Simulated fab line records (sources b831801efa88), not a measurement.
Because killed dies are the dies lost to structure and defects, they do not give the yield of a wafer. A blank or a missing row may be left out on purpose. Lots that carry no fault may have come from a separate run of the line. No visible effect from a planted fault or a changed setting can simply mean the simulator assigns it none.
fab line records + flow sky130
record:
- lots: 11
- wafers: 33
- last_day: 49
route steps=708 shown VT_ADJUST_PCH@152 GATE_OXIDE@197 POLY_GATE@204 PAD_OPEN@708
lots that met no fault: from a run of the same line without faults
start_h: hours from the record's first day to the start of the lot's first wafer shown + wait_h: hours since the lot's step before + " same as the row above + L1.1+2: a row that stands for several wafers + - no value, or no start given + * or withheld: withheld + < > ~ a bound
route shown NAME@n: NAME is a module with steps in the file, n the number in the route of the first one + usual: mean and standard deviation over wafers with no fault + same: alike in all rows + chamber/n: place in a boat + sites: readings site by site + _std_site: the standard deviation of these + _edge_site: mean of outer sites minus mean of inner sites + radius_mm: for every site, how far away it sits from the centre of the wafer + mask NAME#n: copy n + behind: the most recent tool/chamber to have shaped the wafer + hold: why the lot was held/for how many hours/how that ended + device: whichever transistor did not switch (one of n, p or np) + end of line: at the end of the route, the tests of the same wafers + a step given without rows: its recipe and nothing more + killed: dies that structure and defects cost at the first sort, which is not the same as the wafer's yield + map: dies across one wafer; x = killed, . = not, _ = none there
set.NAME: the setting that was run; set.NAME@STEP: the one run at that earlier step + model.NAME: the simulator's own value behind a step, which no gauge read
the route's steps for a sample of lots (tables are steps, rows are wafers)
services: when a tool's chamber went out of use (start_h, in hours from the record's first day, below 0 if earlier), for how many hours, and the reason
== steps ==
step: SKY_VT_ADJUST_PCH_STRIP_09
recipe:
- chemistry: O2/N2
- power_w: 1400
- pressure_mtorr: 1500
- platen_temp_c: withheld
- o2_flow_sccm: 3000
- n2_flow_sccm: 300
- overash_fraction: 0.5
usual:
- drypump_motor_current_A: 5.53/0.3
- oes_product_au: 0.723/0.005
- strip_time_to_endpoint_s: 36.95/0.11
| lot.wafer | tool            | chamber | start_h | wait_h | drypump_motor_current_A | oes_product_au | rf_hours_counter_h | strip_time_to_endpoint_s |
|-----------|-----------------|---------|---------|--------|-------------------------|----------------|--------------------|--------------------------|
| L987.1    | plasma_asher-04 | 1       | 237.47  | 0.1    | 5.68                    | 0.730          | 41                 | 37.20                    |
| L987.3    | "               | 0       | "       | "      | 5.21                    | 0.716          | -                  | 37.20                    |
| L987.5    | "               | 1       | "       | "      | 5.67                    | 0.723          | -                  | 37.13                    |
| L988.2    | plasma_asher-04 | 0       | 253.22  | 0.1    | 5.23                    | 0.725          | 42                 | 37.12                    |
| L988.4    | "               | 1       | "       | "      | 5.67                    | 0.728          | -                  | 36.97                    |
| L988.5    | "               | 0       | "       | "      | 5.24                    | 0.723          | -                  | 37.11                    |
| L992.1    | plasma_asher-03 | 1       | 284.42  | 0.1    | 5.74                    | 0.718          | 58                 | 36.96                    |
| L992.4    | "               | 1       | "       | "      | 5.74                    | 0.715          | -                  | 37.12                    |
| L992.5    | "               | 0       | "       | "      | 5.18                    | 0.723          | -                  | 37.01                    |
| L995.1    | plasma_asher-03 | 1       | 304.22  | 0.1    | 5.69                    | 0.732          | 60                 | 36.77                    |
| L995.2    | "               | 0       | "       | "      | 5.17                    | 0.727          | 60                 | 36.80                    |
| L995.6    | "               | 1       | "       | "      | 5.70                    | 0.731          | -                  | 36.83                    |
| L996.2    | plasma_asher-03 | 1       | 306.37  | 0.1    | 5.69                    | 0.722          | 61                 | 36.99                    |
| L996.3    | "               | 1       | "       | "      | 5.70                    | 0.718          | -                  | 36.86                    |
| L996.4    | "               | 0       | "       | "      | 5.18                    | 0.726          | -                  | 36.85                    |
| L997.1    | plasma_asher-03 | 1       | 310.92  | 0.1    | 5.72                    | 0.713          | 61                 | 36.99                    |
| L997.5    | "               | 0       | "       | "      | 5.17                    | 0.715          | -                  | 36.97                    |
| L997.6    | "               | 1       | "       | "      | 5.75                    | 0.726          | -                  | 36.88                    |
| L999.3    | plasma_asher-01 | 0       | 332.26  | 0.1    | 5.68                    | 0.728          | -                  | 36.87                    |
| L999.5    | "               | 1       | "       | "      | 6.09                    | 0.726          | -                  | 36.86                    |
| L999.6    | "               | 0       | "       | "      | 5.71                    | 0.718          | -                  | 36.86                    |
| L100.1    | plasma_asher-03 | 1       | 338.02  | 0.1    | 5.71                    | 0.718          | 64                 | 36.78                    |
| L100.2    | "               | 0       | "       | "      | 5.21                    | 0.719          | 64                 | 36.88                    |
| L100.5    | "               | 0       | "       | "      | 5.16                    | 0.726          | -                  | 36.91                    |
| L101.2    | plasma_asher-03 | 1       | 354.70  | 0.1    | 5.70                    | 0.725          | 66                 | 37.05                    |
| L101.3    | "               | 0       | "       | "      | 5.18                    | 0.716          | -                  | 37.04                    |
| L101.4    | "               | 1       | "       | "      | 5.72                    | 0.723          | -                  | 37.06                    |
| L102.1    | plasma_asher-03 | 1       | 359.07  | 0.1    | 5.73                    | 0.729          | 66                 | 36.97                    |
| L102.3    | "               | 1       | "       | "      | 5.71                    | 0.723          | -                  | 36.89                    |
| L102.6    | "               | 1       | "       | "      | 5.71                    | 0.719          | -                  | 36.99                    |
| L103.1    | plasma_asher-04 | 1       | 365.55  | 0.1    | 5.72                    | 0.712          | 55                 | 36.76                    |
| L103.3    | "               | 1       | "       | "      | 5.73                    | 0.722          | -                  | 36.81                    |
| L103.5    | "               | 0       | "       | "      | 5.22                    | 0.728          | -                  | 36.84                    |
step: SKY_GATE_OXIDE_OVL_MEAS_10
usual:
- GATE_OXIDE_OVL: 1.7/1.4
| lot.wafer | tool       | chamber | start_h | wait_h | GATE_OXIDE_OVL[nm] |
|-----------|------------|---------|---------|--------|--------------------|
| L987.1    | overlay-02 | -       | 323.63  | 0.1    | 0.7                |
| L987.3    | "          | -       | "       | "      | 1.3                |
| L987.5    | "          | -       | "       | "      | 2.4                |
| L988.2    | overlay-02 | -       | 334.34  | 0.1    | 3.8                |
| L988.4    | "          | -       | "       | "      | 2.6                |
| L988.5    | "          | -       | "       | "      | 2.9                |
| L992.1    | overlay-02 | -       | 373.72  | 0.1    | 1.4                |
| L992.4    | "          | -       | "       | "      | 2.8                |
| L992.5    | "          | -       | "       | "      | 0.6                |
| L996.2    | overlay-02 | -       | 396.69  | 0.1    | 3.3                |
| L996.3    | "          | -       | "       | "      | 0.9                |
| L996.4    | "          | -       | "       | "      | 4.8                |
| L995.1    | overlay-01 | -       | 396.77  | 0.1    | 3.4                |
| L995.2    | "          | -       | "       | "      | 2.5                |
| L995.6    | "          | -       | "       | "      | 1.5                |
| L997.1    | overlay-01 | -       | 401.98  | 0.1    | -0.1               |
| L997.5    | "          | -       | "       | "      | 2.8                |
| L997.6    | "          | -       | "       | "      | 1.3                |
| L999.3    | overlay-02 | -       | 424.64  | 0.1    | -0.6               |
| L999.5    | "          | -       | "       | "      | 1.2                |
| L999.6    | "          | -       | "       | "      | 0.9                |
| L100.1    | overlay-01 | -       | 433.88  | 0.1    | 2.3                |
| L100.2    | "          | -       | "       | "      | 3.4                |
| L100.5    | "          | -       | "       | "      | 3.0                |
| L101.2    | overlay-02 | -       | 451.04  | 0.1    | 2.0                |
| L101.3    | "          | -       | "       | "      | 0.7                |
| L101.4    | "          | -       | "       | "      | 1.1                |
| L102.1    | overlay-02 | -       | 455.67  | 0.1    | 1.2                |
| L102.3    | "          | -       | "       | "      | 0.8                |
| L102.6    | "          | -       | "       | "      | 0.1                |
| L103.1    | overlay-01 | -       | 462.42  | 0.1    | -0.4               |
| L103.3    | "          | -       | "       | "      | -1.2               |
| L103.5    | "          | -       | "       | "      | -1.2               |
step: SKY_POLY_GATE_CVD_00
recipe:
- material: poly-Si
- target_thk_nm: 180
- temp_c: 620
- time_s: 720
- pressure_mtorr: 200
usual:
- spike_tc_bottom_C: 643.7/1.2
- spike_tc_centre_C: 620.6/1
- spike_tc_lower_C: 619.4/1.4
- spike_tc_upper_C: 619.3/1.2
- susceptor_temp_C: 620.01/0.27
- zone_power_upper_pct: 8.55/0.21
| lot.wafer | tool     | chamber | start_h | wait_h | spike_tc_bottom_C | spike_tc_centre_C | spike_tc_lower_C | spike_tc_upper_C | susceptor_temp_C | zone_power_upper_pct |
|-----------|----------|---------|---------|--------|-------------------|-------------------|------------------|------------------|------------------|----------------------|
| L987.1    | lpcvd-01 | 1       | 325.66  | 0.0    | 641.9             | 619.5             | 621.2            | 618.9            | 620.00           | 8.54                 |
| L987.3    | "        | 1       | "       | "      | 643.9             | 621.1             | 620.5            | 619.4            | 620.20           | 8.28                 |
| L987.5    | "        | 1       | "       | "      | 644.1             | 622.8             | 620.8            | 617.1            | 619.75           | 8.42                 |
| L988.2    | lpcvd-01 | 1       | 336.37  | 0.0    | 643.6             | 620.2             | 620.9            | 618.3            | 620.03           | 8.42                 |
| L988.4    | "        | 1       | "       | "      | 642.0             | 620.4             | 623.3            | 617.7            | 619.94           | 8.40                 |
| L988.5    | "        | 1       | "       | "      | 643.0             | 619.3             | 620.4            | 619.5            | 619.96           | 8.56                 |
| L992.1    | lpcvd-01 | 1       | 376.80  | 0.0    | 644.7             | 621.5             | 619.7            | 618.3            | 620.41           | 8.43                 |
| L992.4    | "        | 1       | "       | "      | 644.1             | 622.0             | 619.9            | 619.3            | 619.84           | 8.45                 |
| L992.5    | "        | 1       | "       | "      | 643.6             | 620.8             | 618.7            | 617.9            | 619.79           | 8.49                 |
| L995.1    | lpcvd-01 | 1       | 399.86  | 0.0    | 644.3             | 621.6             | 618.4            | 619.5            | 619.98           | 8.47                 |
| L995.2    | "        | 1       | "       | "      | 644.6             | 620.9             | 621.0            | 620.2            | 620.14           | 8.29                 |
| L995.6    | "        | 1       | "       | "      | 643.7             | 620.6             | 621.0            | 619.0            | 620.25           | 8.36                 |
| L996.2    | lpcvd-01 | 0       | 399.86  | 0.0    | 641.2             | 620.0             | 617.2            | 619.8            | 620.22           | 8.77                 |
| L996.3    | "        | 0       | "       | "      | 645.4             | 621.2             | 617.8            | 620.1            | 619.79           | 8.80                 |
| L996.4    | "        | 0       | "       | "      | 641.2             | 619.2             | 618.3            | 620.5            | 620.26           | 8.68                 |
| L997.1    | lpcvd-01 | 1       | 406.28  | 0.0    | 642.7             | 621.1             | 623.3            | 619.3            | 619.70           | 8.26                 |
| L997.5    | "        | 1       | "       | "      | 643.2             | 622.0             | 619.8            | 619.8            | 619.81           | 8.41                 |
| L997.6    | "        | 1       | "       | "      | 643.7             | 621.0             | 619.4            | 618.5            | 619.78           | 8.34                 |
| L999.3    | lpcvd-01 | 0       | 428.54  | 0.0    | 644.7             | 619.9             | 619.4            | 621.0            | 619.29           | 8.69                 |
| L999.5    | "        | 0       | "       | "      | 643.1             | 621.1             | 618.4            | 619.2            | 619.59           | 8.73                 |
| L999.6    | "        | 0       | "       | "      | 642.7             | 619.8             | 619.7            | 620.7            | 619.90           | 8.62                 |
| L100.1    | lpcvd-01 | 0       | 436.25  | 0.0    | 642.7             | 620.1             | 616.8            | 617.8            | 619.86           | 8.67                 |
| L100.2    | "        | 0       | "       | "      | 642.7             | 618.8             | 617.6            | 619.3            | 619.85           | 8.77                 |
| L100.5    | "        | 0       | "       | "      | 641.5             | 619.6             | 618.4            | 621.2            | 620.27           | 8.73                 |
| L101.2    | lpcvd-01 | 1       | 453.26  | 0.0    | 639.8             | 614.0             | 615.1            | 613.5            | 614.50           | 8.31                 |
| L101.3    | "        | 1       | "       | "      | 639.3             | 614.6             | 615.8            | 614.7            | 614.80           | 8.17                 |
| L101.4    | "        | 1       | "       | "      | 638.1             | 615.0             | 613.4            | 613.4            | 614.79           | 8.30                 |
| L102.1    | lpcvd-01 | 0       | 458.00  | 0.0    | 638.5             | 616.6             | 613.0            | 615.8            | 615.20           | 8.53                 |
| L102.3    | "        | 0       | "       | "      | 638.5             | 615.4             | 613.8            | 613.9            | 614.57           | 8.63                 |
| L102.6    | "        | 0       | "       | "      | 638.4             | 613.8             | 612.1            | 615.9            | 614.96           | 8.49                 |
| L103.1    | lpcvd-01 | 0       | 464.45  | 0.0    | 638.0             | 613.9             | 611.7            | 613.5            | 614.87           | 8.67                 |
| L103.3    | "        | 0       | "       | "      | 639.7             | 616.1             | 613.0            | 615.9            | 614.95           | 8.66                 |
| L103.5    | "        | 0       | "       | "      | 636.8             | 615.0             | 613.0            | 614.7            | 614.97           | 8.66                 |
step: SKY_POLY_GATE_THK_MEAS_01
recipe:
- reads: poly-Si_of_POLY_GATE_CVD_00
usual:
- POLY_GATE_CVD_00_THK: 179.8/1.8
| lot.wafer | tool          | chamber | start_h | wait_h | POLY_GATE_CVD_00_THK[nm] |
|-----------|---------------|---------|---------|--------|--------------------------|
| L987.1    | film_metro-04 | -       | 326.86  | 0.0    | 180.2                    |
| L987.3    | "             | -       | "       | "      | 181.9                    |
| L987.5    | "             | -       | "       | "      | 179.4                    |
| L988.2    | film_metro-03 | -       | 337.58  | 0.0    | 181.8                    |
| L988.4    | "             | -       | "       | "      | 180.0                    |
| L988.5    | "             | -       | "       | "      | 181.0                    |
| L992.1    | film_metro-02 | -       | 378.00  | 0.0    | 176.4                    |
| L992.4    | "             | -       | "       | "      | 177.1                    |
| L992.5    | "             | -       | "       | "      | 176.4                    |
| L995.1    | film_metro-03 | -       | 401.06  | 0.0    | 177.0                    |
| L995.2    | "             | -       | "       | "      | 176.6                    |
| L995.6    | "             | -       | "       | "      | 176.6                    |
| L996.2    | film_metro-04 | -       | 401.07  | 0.0    | 178.5                    |
| L996.3    | "             | -       | "       | "      | 179.1                    |
| L996.4    | "             | -       | "       | "      | 179.9                    |
| L997.1    | film_metro-03 | -       | 408.08  | 0.0    | 175.0                    |
| L997.5    | "             | -       | "       | "      | 176.9                    |
| L997.6    | "             | -       | "       | "      | 176.1                    |
| L999.3    | film_metro-02 | -       | 429.76  | 0.0    | 181.1                    |
| L999.5    | "             | -       | "       | "      | 180.1                    |
| L999.6    | "             | -       | "       | "      | 179.3                    |
| L100.1    | film_metro-03 | -       | 437.45  | 0.0    | 181.2                    |
| L100.2    | "             | -       | "       | "      | 180.0                    |
| L100.5    | "             | -       | "       | "      | 179.7                    |
| L101.2    | film_metro-04 | -       | 454.47  | 0.0    | 156.8                    |
| L101.3    | "             | -       | "       | "      | 156.9                    |
| L101.4    | "             | -       | "       | "      | 159.4                    |
| L102.1    | film_metro-03 | -       | 459.20  | 0.0    | 160.4                    |
| L102.3    | "             | -       | "       | "      | 159.9                    |
| L102.6    | "             | -       | "       | "      | 161.0                    |
| L103.1    | film_metro-03 | -       | 465.65  | 0.0    | 159.7                    |
| L103.3    | "             | -       | "       | "      | 160.9                    |
| L103.5    | "             | -       | "       | "      | 159.5                    |
step: SKY_POLY_GATE_ETCH_17
recipe:
- target_depth_nm: 180
- stop_on: SiO2
- over_etch_frac: 0.56667
- chemistry: HBr/Cl2
- target: poly-Si
- icp_w: 400
- bias_w: 100
- pressure_mtorr: 10
- HBr_flow_sccm: 150
- Cl2_flow_sccm: 50
- time_s: 70.5
usual:
- drypump_motor_current_A: 5.8/0.54
- he_backside_leak_sccm: 2.67/0.23
- oes_product_au: 0.987/0.0089
- throttle_valve_pct: 33.685/0.0094
| lot.wafer | tool      | chamber | start_h | wait_h | drypump_motor_current_A | he_backside_leak_sccm | oes_product_au | rf_hours_counter_h | throttle_valve_pct |
|-----------|-----------|---------|---------|--------|-------------------------|-----------------------|----------------|--------------------|--------------------|
| L987.1    | rie_si-02 | 1       | 385.72  | 0.0    | 6.2                     | 2.54                  | 0.986          | 2                  | 33.677             |
| L987.3    | "         | 3       | "       | "      | 4.7                     | 2.69                  | 0.995          | 20                 | 33.695             |
| L987.5    | "         | 1       | "       | "      | 6.2                     | 2.55                  | 0.997          | -                  | 33.687             |
| L988.2    | rie_si-01 | 1       | 395.62  | 0.0    | 5.7                     | 2.87                  | 0.990          | 2                  | 33.695             |
| L988.4    | "         | 1       | "       | "      | 5.7                     | 2.70                  | 0.992          | -                  | 33.688             |
| L988.5    | "         | 0       | "       | "      | 5.7                     | 2.87                  | 0.991          | -                  | 33.695             |
| L992.1    | rie_si-02 | 0       | 439.17  | 0.0    | 5.9                     | 2.47                  | 0.978          | 62                 | 33.680             |
| L992.4    | "         | 1       | "       | "      | 6.2                     | 2.54                  | 0.976          | 2                  | 33.672             |
| L992.5    | "         | 3       | "       | "      | 4.7                     | 2.50                  | 0.983          | -                  | 33.689             |
| L996.2    | rie_si-01 | 0       | 464.20  | 0.0    | 5.7                     | 2.87                  | 0.979          | 3                  | 33.666             |
| L996.3    | "         | 2       | "       | "      | 6.2                     | 2.84                  | 0.979          | 4                  | 33.687             |
| L996.4    | "         | 3       | "       | "      | 5.4                     | 2.37                  | 0.992          | -                  | 33.675             |
| L995.1    | rie_si-02 | 1       | 465.15  | 0.0    | 6.2                     | 2.74                  | 0.981          | 2                  | 33.691             |
| L995.2    | "         | 2       | "       | "      | 6.8                     | 2.48                  | 0.981          | 47                 | 33.688             |
| L995.6    | "         | 3       | "       | "      | 4.7                     | 2.67                  | 0.981          | -                  | 33.691             |
| L997.1    | rie_si-02 | 2       | 470.32  | 0.0    | 6.7                     | 2.42                  | 0.975          | 47                 | 33.673             |
| L997.5    | "         | 2       | "       | "      | 6.7                     | 2.55                  | 0.971          | -                  | 33.688             |
| L997.6    | "         | 3       | "       | "      | 4.7                     | 2.67                  | 0.984          | -                  | 33.680             |
| L999.3    | rie_si-02 | 1       | 493.52  | 0.0    | 6.2                     | 2.83                  | 0.991          | 3                  | 33.680             |
| L999.5    | "         | 3       | "       | "      | 4.7                     | 2.62                  | 0.985          | -                  | 33.682             |
| L999.6    | "         | 2       | "       | "      | 6.7                     | 2.49                  | 0.986          | -                  | 33.688             |
| L100.1    | rie_si-01 | 2       | 500.52  | 0.0    | 6.2                     | 2.86                  | 0.980          | 4                  | 33.703             |
| L100.2    | "         | 3       | "       | "      | 5.4                     | 2.52                  | 0.989          | 1                  | 33.681             |
| L100.5    | "         | 0       | "       | "      | 5.7                     | 2.76                  | 0.991          | -                  | 33.677             |
| L101.2    | rie_si-02 | 2       | 517.57  | 0.0    | 6.7                     | 2.38                  | 0.898          | 47                 | 33.684             |
| L101.3    | "         | 0       | "       | "      | 6.0                     | 2.53                  | 0.898          | 0                  | 33.705             |
| L101.4    | "         | 1       | "       | "      | 6.2                     | 2.43                  | 0.914          | 3                  | 33.680             |
| L102.1    | rie_si-01 | 2       | 522.92  | 0.0    | 6.1                     | 2.76                  | 0.916          | 4                  | 33.685             |
| L102.3    | "         | 3       | "       | "      | 5.4                     | 2.57                  | 0.913          | 1                  | 33.681             |
| L102.6    | "         | 1       | "       | "      | 5.7                     | 2.96                  | 0.925          | -                  | 33.690             |
| L103.1    | rie_si-02 | 2       | 529.21  | 0.0    | 6.8                     | 2.48                  | 0.915          | 47                 | 33.688             |
| L103.3    | "         | 3       | "       | "      | 4.7                     | 2.67                  | 0.924          | 21                 | 33.680             |
| L103.5    | "         | 1       | "       | "      | 6.2                     | 2.60                  | 0.911          | -                  | 33.683             |
step: SKY_POLY_GATE_THK_MEAS_21
recipe:
- reads: SiO2_of_POLY_GATE_OXIDATION_20
usual:
- POLY_GATE_OXIDATION_THK: 4.00/0.083
| lot.wafer | tool          | chamber | start_h | wait_h | POLY_GATE_OXIDATION_THK[nm] |
|-----------|---------------|---------|---------|--------|-----------------------------|
| L987.1    | film_metro-03 | -       | 387.89  | 0.0    | 4.00                        |
| L987.3    | "             | -       | "       | "      | 3.98                        |
| L987.5    | "             | -       | "       | "      | 4.01                        |
| L988.2    | film_metro-04 | -       | 398.34  | 0.0    | 4.02                        |
| L988.4    | "             | -       | "       | "      | 3.99                        |
| L988.5    | "             | -       | "       | "      | 3.91                        |
| L992.1    | film_metro-03 | -       | 440.62  | 0.0    | 3.95                        |
| L992.4    | "             | -       | "       | "      | 4.09                        |
| L992.5    | "             | -       | "       | "      | 3.99                        |
| L996.2    | film_metro-03 | -       | 465.94  | 0.0    | 3.97                        |
| L996.3    | "             | -       | "       | "      | 4.06                        |
| L996.4    | "             | -       | "       | "      | 3.93                        |
| L995.1    | film_metro-03 | -       | 467.04  | 0.0    | 3.94                        |
| L995.2    | "             | -       | "       | "      | 3.92                        |
| L995.6    | "             | -       | "       | "      | 3.96                        |
| L997.1    | film_metro-02 | -       | 471.78  | 0.0    | 4.08                        |
| L997.5    | "             | -       | "       | "      | 4.08                        |
| L997.6    | "             | -       | "       | "      | 4.05                        |
| L999.3    | film_metro-04 | -       | 495.00  | 0.0    | 4.02                        |
| L999.5    | "             | -       | "       | "      | 3.96                        |
| L999.6    | "             | -       | "       | "      | 4.03                        |
| L100.1    | film_metro-02 | -       | 501.98  | 0.0    | 4.20                        |
| L100.2    | "             | -       | "       | "      | 4.18                        |
| L100.5    | "             | -       | "       | "      | 4.14                        |
| L101.2    | film_metro-04 | -       | 519.03  | 0.0    | 4.10                        |
| L101.3    | "             | -       | "       | "      | 4.08                        |
| L101.4    | "             | -       | "       | "      | 4.07                        |
| L102.1    | film_metro-04 | -       | 524.38  | 0.0    | 4.13                        |
| L102.3    | "             | -       | "       | "      | 3.99                        |
| L102.6    | "             | -       | "       | "      | 3.99                        |
| L103.1    | film_metro-02 | -       | 531.22  | 0.0    | 4.05                        |
| L103.3    | "             | -       | "       | "      | 3.96                        |
| L103.5    | "             | -       | "       | "      | 4.02                        |
step: SKY_PAD_OPEN_PROBE_99
usual:
- killed_at_M0_to_M3: 43/6.3
- killed_at_M4_up: 3.3/1.7
- killed_at_contacts: 24/5.4
- killed_at_front_end: 16/4.6
- killed_at_other: 0.4/0.7
- killed_dies: 87/9.4
- killed_open: 47/6.9
- killed_short: 39/6.1
same:
- gross_dies: 492
- killed_at_back_side: 0
| lot.wafer | tool      | chamber | start_h | wait_h | killed_at_M0_to_M3 | killed_at_M4_up | killed_at_contacts | killed_at_front_end | killed_at_other | killed_dies | killed_open | killed_short |
|-----------|-----------|---------|---------|--------|--------------------|-----------------|--------------------|---------------------|-----------------|-------------|-------------|--------------|
| L995.1    | prober-02 | -       | 1140.31 | 0.1    | 42                 | 1               | 22                 | 24                  | 1               | 90          | 49          | 40           |
| L995.2    | prober-02 | -       | 1140.36 | 0.1    | 40                 | 2               | 28                 | 22                  | 2               | 94          | 56          | 37           |
| L995.6    | prober-02 | -       | 1140.56 | 0.2    | 43                 | 4               | 28                 | 13                  | 2               | 90          | 44          | 43           |
| L999.3    | prober-01 | -       | 1157.07 | 0.2    | 38                 | 3               | 29                 | 10                  | 1               | 81          | 47          | 33           |
| L999.5    | prober-01 | -       | 1157.17 | 0.2    | 52                 | 6               | 23                 | 16                  | 0               | 97          | 50          | 47           |
| L999.6    | prober-01 | -       | 1157.22 | 0.2    | 45                 | 4               | 22                 | 13                  | 0               | 84          | 45          | 38           |
| L100.1    | prober-02 | -       | 1159.45 | 0.1    | 43                 | 5               | 24                 | 13                  | 2               | 87          | 48          | 38           |
| L100.2    | prober-02 | -       | 1159.50 | 0.1    | 32                 | 5               | 23                 | 13                  | 0               | 73          | 39          | 33           |
| L100.5    | prober-02 | -       | 1159.65 | 0.2    | 38                 | 2               | 30                 | 20                  | 0               | 90          | 44          | 46           |
| L101.2    | prober-01 | -       | 1171.20 | 0.1    | 45                 | 5               | 27                 | 15                  | 0               | 92          | 60          | 32           |
| L101.3    | prober-01 | -       | 1171.25 | 0.2    | 37                 | 1               | 21                 | 11                  | 0               | 70          | 44          | 26           |
| L101.4    | prober-01 | -       | 1171.30 | 0.2    | 43                 | 1               | 21                 | 23                  | 0               | 88          | 39          | 49           |
killed by level:class
L995.1 VIA1:geometric_particle:open=11 CONTACT:geometric_particle:open=8 POLY_GATE:geometric_particle:short=7 FIELD_ISO:geometric_particle:open=6 LI_CONTACT:geometric_particle:open=6 METAL1:geometric_particle:short=6 VIA2:geometric_particle:open=6 VIA3:geometric_particle:open=6
L995.2 VIA2:geometric_particle:open=11 LI_CONTACT:geometric_particle:open=10 VIA3:geometric_particle:open=9 CONTACT:geometric_particle:open=8 VIA1:geometric_particle:open=8 FIELD_ISO:geometric_particle:short=5 POLY_GATE:geometric_particle:short=5 POLY_GATE:geometric_particle:open=4
L995.6 CONTACT:geometric_particle:open=11 LOCAL_INTERCONNECT:geometric_particle:short=7 LI_CONTACT:geometric_particle:open=7 VIA1:geometric_particle:short=7 VIA2:geometric_particle:open=7 VIA1:geometric_particle:open=6 FIELD_ISO:geometric_particle:open=5 VIA3:geometric_particle:short=4
L999.3 VIA3:geometric_particle:open=9 CONTACT:geometric_particle:open=9 LI_CONTACT:geometric_particle:open=8 LOCAL_INTERCONNECT:geometric_particle:short=7 VIA1:geometric_particle:open=5 METAL1:geometric_particle:short=4 VIA2:geometric_particle:open=4 FIELD_ISO:geometric_particle:open=3
L999.5 VIA3:geometric_particle:open=10 VIA1:geometric_particle:open=9 METAL1:geometric_particle:short=9 FIELD_ISO:geometric_particle:short=6 LI_CONTACT:geometric_particle:open=6 LOCAL_INTERCONNECT:geometric_particle:short=6 CONTACT:geometric_particle:open=6 VIA2:geometric_particle:open=6
L999.6 CONTACT:geometric_particle:open=11 VIA2:geometric_particle:open=7 METAL2:geometric_particle:short=7 METAL1:geometric_particle:short=6 VIA1:geometric_particle:open=6 VIA3:geometric_particle:open=6 FIELD_ISO:geometric_particle:short=5 LI_CONTACT:geometric_particle:open=5
L100.1 CONTACT:geometric_particle:open=9 METAL1:geometric_particle:short=8 VIA1:geometric_particle:open=8 LOCAL_INTERCONNECT:geometric_particle:short=7 VIA2:geometric_particle:open=6 LI_CONTACT:geometric_particle:open=5 METAL2:geometric_particle:short=5 METAL3:geometric_particle:short=4
L100.2 METAL2:geometric_particle:short=11 CONTACT:geometric_particle:open=8 LI_CONTACT:geometric_particle:open=6 CONTACT:geometric_particle:short=6 VIA2:geometric_particle:open=6 FIELD_ISO:geometric_particle:open=3 POLY_GATE:geometric_particle:open=3 POLY_GATE:geometric_particle:short=3
L100.5 CONTACT:geometric_particle:open=10 METAL2:geometric_particle:short=8 FIELD_ISO:geometric_particle:short=7 VIA1:geometric_particle:open=7 VIA2:geometric_particle:open=7 LI_CONTACT:geometric_particle:open=6 VIA1:geometric_particle:short=5 LI_CONTACT:geometric_particle:short=5
L101.2 LI_CONTACT:geometric_particle:open=11 VIA1:geometric_particle:open=11 VIA2:geometric_particle:open=8 CONTACT:geometric_particle:open=7 VIA3:geometric_particle:open=7 LOCAL_INTERCONNECT:geometric_particle:short=5 METAL2:geometric_particle:short=4 METAL2:geometric_particle:open=4
L101.3 VIA1:geometric_particle:open=11 CONTACT:geometric_particle:open=7 METAL1:geometric_particle:short=6 VIA3:geometric_particle:open=6 LI_CONTACT:geometric_particle:open=4 CONTACT:geometric_particle:short=4 VIA1:geometric_particle:short=4 POLY_GATE:geometric_particle:open=3
L101.4 VIA1:geometric_particle:open=10 METAL2:geometric_particle:short=9 CONTACT:geometric_particle:short=7 VIA2:geometric_particle:open=6 POLY_GATE:geometric_particle:open=5 METAL1:geometric_particle:short=5 FIELD_ISO:geometric_particle:short=4 CONTACT:geometric_particle:open=4
== services ==
| tool            | chamber | start_h | hours | kind       |
|-----------------|---------|---------|-------|------------|
| rie_si-01       | 0       | 219.41  | 3.7   | repair     |
| rie_si-01       | -       | 220.83  | 4.0   | pm         |
| lpcvd-01        | -       | 235.37  | 1.7   | repair     |
| rie_si-01       | 0       | 261.48  | 15.0  | repair     |
| plasma_asher-01 | -       | 280.96  | 28.1  | pm         |
| rie_si-01       | 3       | 315.74  | 5.9   | repair     |
| rie_si-02       | -       | 336.04  | 0.5   | repair     |
| rie_si-01       | -       | 343.98  | 0.3   | repair     |
| rie_si-01       | 3       | 352.89  | 1.9   | repair     |
| plasma_asher-01 | -       | 354.10  | 7.1   | repair     |
| rie_si-02       | 1       | 362.24  | 7.2   | repair     |
| rie_si-02       | -       | 375.78  | 1.6   | repair     |
| rie_si-01       | 3       | 384.69  | 29.9  | repair     |
| plasma_asher-01 | -       | 408.23  | 14.6  | pm         |
| plasma_asher-03 | -       | 421.25  | 9.0   | pm         |
| plasma_asher-03 | 0       | 421.25  | 9.0   | vent_cycle |
| plasma_asher-03 | 1       | 421.25  | 9.0   | vent_cycle |
| rie_si-01       | 1       | 429.62  | 75.3  | repair     |
| plasma_asher-03 | 0       | 430.25  | -     | clean      |
| plasma_asher-03 | 1       | 430.25  | -     | clean      |
| rie_si-01       | 0       | 447.80  | 9.9   | repair     |
| rie_si-01       | 3       | 470.88  | 1.1   | repair     |
| rie_si-01       | -       | 473.62  | 0.2   | repair     |
| plasma_asher-03 | -       | 513.80  | 15.6  | pm         |
== key ==
first_sign:
- step: SKY_POLY_GATE_CVD_00
- reading: susceptor_temp_C
- direction: down
- sigmas: 19
- usual: *
- struck: *
effect:
- step: SKY_POLY_GATE_CVD_00
- reading: spike_tc_centre_C
- direction: down
- sigmas: 5.7
- usual: 620.6
- struck: 614.9
effect:
- step: SKY_POLY_GATE_THK_MEAS_01
- reading: POLY_GATE_CVD_00_THK
- direction: down
- sigmas: 11
- usual: 179.8
- struck: 159.4
effect:
- step: SKY_POLY_GATE_ETCH_17
- reading: oes_product_au
- direction: down
- sigmas: 8.4
- usual: 0.987
- struck: 0.913
met_at SKY_POLY_GATE_CVD_00
struck_lots L101,L102,L103
tester_left_out L101,L102,L103
not_acting_at SKY_VT_ADJUST_PCH_STRIP_09,SKY_GATE_OXIDE_OVL_MEAS_10,SKY_POLY_GATE_THK_MEAS_21
onset_between 436.25 453.26
fault:
- kind: process_parameter_drift
- tool: lpcvd-01
- chamber: -
- onset_h: 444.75
- steps: SKY_POLY_GATE_CVD_00
- channel: temp_c
- offset: *
- shape: step
- end_h: 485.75
- stated: *
tester_left_out: of these lots the tester's yield and bins aren't shown, on N5 and GAA mostly nor the transistor test; their killed dies are dies lost to structure and defects alone, not to doping, threshold or leakage, so they don't give the yield
